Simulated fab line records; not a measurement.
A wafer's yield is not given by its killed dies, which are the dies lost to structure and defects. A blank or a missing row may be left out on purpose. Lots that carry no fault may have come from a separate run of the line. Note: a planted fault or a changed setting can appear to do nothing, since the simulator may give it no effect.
Struck lot and sound lot, side by side | flow sky130 | 18 out of 708 route steps
Sound: the wafers L639.3, L639.4, L639.6. The struck wafers were L643.3, L643.5, L643.6. The cause is given at the end.
Order at every step that has rows: each side's tool, ch and its chambers, its first start. Under that, the readings that differ: sound wafers | struck wafers | difference of the means | sigmas: that difference in standard deviations of wafers without a fault.
alike: readings with means less than 2 such deviations apart, plus words and numbers identical on both sides. not compared: withheld readings, readings lacking a value on some wafer, bounds such as >300 that could conceal the same value, and numbers that have no deviation in the record and whose values overlap.
The two part at a step that has a row with sigmas, a row that says differs or no value, or rows on one side only. Non-overlapping numbers with no deviation appear without sigmas and do not part them. A reading that every wafer of one side lacks parts them only if that side has two wafers or more.

first, 3 steps without rows for these wafers: SKY_SONOS_ONO_WET_ETCH_18 (etches Si3N4 in H3PO4, target depth 15 nm, time 172 s); SKY_GATE_OXIDE_CLEAN_00 (cleans in SC1/SC2, time 150 s); SKY_GATE_OXIDE_OXIDATION_01 (stabilise 600 s, purge 300 s, target thk 10.268 nm).
SKY_GATE_OXIDE_THK_MEAS_02:
  sound on film-metro-02 at day 13 12:07; struck on film-metro-02 at day 16 04:28
  alike: GATE_OXIDE_OXIDATION_00_THK
then, 7 steps without rows for these wafers: SKY_GATE_OXIDE_DEHYDRATE_03 (time 60 s); SKY_GATE_OXIDE_HMDS_04 (prime time 60 s); SKY_GATE_OXIDE_COAT_05 (resist thk 1140 nm); SKY_GATE_OXIDE_SOFTBAKE_06 (time 60 s); SKY_GATE_OXIDE_EXPOSE_07 (exposes mask LVOM, target cd 600 nm); SKY_GATE_OXIDE_PEB_08; SKY_GATE_OXIDE_DEVELOP_09 (develop time 60 s).
SKY_GATE_OXIDE_OVL_MEAS_10:
  sound on overlay-01 at day 14 13:52; struck on overlay-01 at day 17 08:27
  alike: GATE_OXIDE_OVL
SKY_GATE_OXIDE_IMPLANT_11:
  sound on implanter-03 ch 0, day 14 13:57; struck on implanter-01 ch 0, day 17 08:32
  reading            | sound                            | struck                           | difference  | sigmas
  dose-ions-cm2      | 2.5946e+12 2.6028e+12 2.5958e+12 | 2.8267e+12 2.8315e+12 2.8257e+12 | +2.3023e+11 | +82
  faraday-current-uA | 14.87 14.69 14.23                | 16.15 15.88 16.53                | +1.59       | +6
then, 1 step without rows for these wafers: SKY_GATE_OXIDE_WET_ETCH_12 (etches SiO2 in dHF, target depth 16.8 nm, time 336 s).
SKY_GATE_OXIDE_STRIP_13: strips in O2/N2.
  sound on plasma-asher-02 ch 0,1, day 14 14:11; struck on plasma-asher-01 ch 0,1, day 17 08:46
  alike: drypump-motor-current-A, n2-flow-sccm, oes-product-au, strip-time-to-endpoint-s
  not compared: rf-hours-counter-h
SKY_GATE_OXIDE_TW_MEAS_14:
  sound on film-metro-03 at day 14 14:16; struck on film-metro-03 at day 17 08:51
  reading       | sound             | struck            | difference | sigmas
  GATE_OXIDE_TW | 221.6 222.5 223.7 | 229.3 230.7 229.2 | +7.1       | +5
then, 1 step without rows for these wafers: SKY_GATE_OXIDE_CLEAN_15 (cleans in SC1/SC2, time 150 s).
-- here the record skips 31 days between the struck wafers' starts before and after, leaving off in module GATE_OXIDE and picking up in module PAD_OPEN (first step shown: number 708 of the route) --
SKY_PAD_OPEN_PROBE_99:
  sound on prober-01 at day 46 07:41; struck on prober-01 at day 48 07:59
  reading                                    | sound                | struck               | difference | sigmas
  model.etest.pfet_01v8_lvt.drive-ua-um      | 175.9 175.3 176.8    | 189.8 189.6 189.4    | +13.6      |
  model.etest.pfet_01v8.drive-ua-um          | 197.2 197.9 195.6    | 207.5 209.9 209.9    | +12.2      |
  model.etest.pfet_01v8_mvt.drive-ua-um      | 153.7 152.9 153.4    | 164 164.7 164.7      | +11        |
  model.etest.pfet_01v8_hvt.drive-ua-um      | 145.3 145.3 147.1    | 154.1 156.8 155.4    | +9.5       |
  model.etest.pfet_01v8_lvt.off-log10-a-um   | -8.745 -8.621 -8.732 | -7.758 -7.539 -7.735 | +1.022     |
  model.etest.pfet_01v8_mvt.off-log10-a-um   | -10.28 -10.4 -10.59  | -9.802 -9.701 -9.869 | +0.633     |
  model.etest.pfet_01v8.off-log10-a-um       | -9.256 -9.297 -9.613 | -8.948 -9.059 -8.915 | +0.415     |
  model.etest.sram-pfet-latch.off-log10-a-um | -12.72 -12.66 -12.35 | -12.07 -12.28 -12.09 | +0.43      |
  alike: killed_at_M0_to_M3, killed_at_M4_up, killed-at-contacts, killed-at-front-end, killed-at-other, killed-dies, killed-open, killed-short

## WHERE THEY PART
First at SKY_GATE_OXIDE_IMPLANT_11; last, within this record, at SKY_GATE_OXIDE_TW_MEAS_14. Later steps at which nothing parts them and some readings are alike: SKY_PAD_OPEN_PROBE_99.

WHY: what the simulator had put in
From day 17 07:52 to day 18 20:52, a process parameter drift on implanter-01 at SKY_GATE_OXIDE_IMPLANT_11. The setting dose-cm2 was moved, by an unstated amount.
